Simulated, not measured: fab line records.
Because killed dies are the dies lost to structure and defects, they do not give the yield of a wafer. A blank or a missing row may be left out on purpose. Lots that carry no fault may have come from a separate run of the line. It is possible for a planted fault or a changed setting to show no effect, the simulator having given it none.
Chamber matching	flow sfq line	cmp-02 running SFQ_TRILAYER_I0_CMP_CMP_028: 4 sister chambers
The step polishes SiO2. 4 wafers are shown with their chamber, then 8 later ones without.

== WAFERS PAIRED WITH THEIR CHAMBERS ==
wafer	chamber	motor current A (A)
L424.6	1	11.1
L425.3	2	9.9
L425.4	0	9.1
L426.3	3	13.2

== WAFERS WITHOUT THEIR CHAMBER ==
wafer	motor current A (A)
L426.5	10.3
L426.6	10.0
L427.3	9.7
L427.4	12.0
L427.5	10.7
L433.1	10.0
L433.4	10.3
L433.6	10.7

== THE CHAMBER EACH PASSED THROUGH ==
wafer	from the rows above	in truth
L426.5	can't be placed: 2 or 1 or 0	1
L426.6	can't be placed: 2 or 0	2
L427.3	can't be placed: 2 or 0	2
L427.4	can't be placed: 1 or 3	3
L427.5	can't be placed: 1 or 2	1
L433.1	can't be placed: 2 or 0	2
L433.4	can't be placed: 2 or 1 or 0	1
L433.6	can't be placed: 1 or 2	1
Placed correctly: 0 of 8. Not placeable from these rows: 8 (in 8, the candidates include the true chamber). Wrongly placed: 0.
How it was worked out, from the rows above alone: a wafer's distance from a chamber is the root of the sum, over the readings, of the square of ((its reading less the chamber's mean) divided by the reading's scatter). If the next closest chamber is less than 2 further off than the closest, the wafer can't be placed; otherwise it belongs to the closest. Each chamber's mean is taken over the wafers shown for it. The scatter (one wafer shown for each chamber): square how far every hidden wafer sits from the nearest shown wafer, average those squares and take the square root.
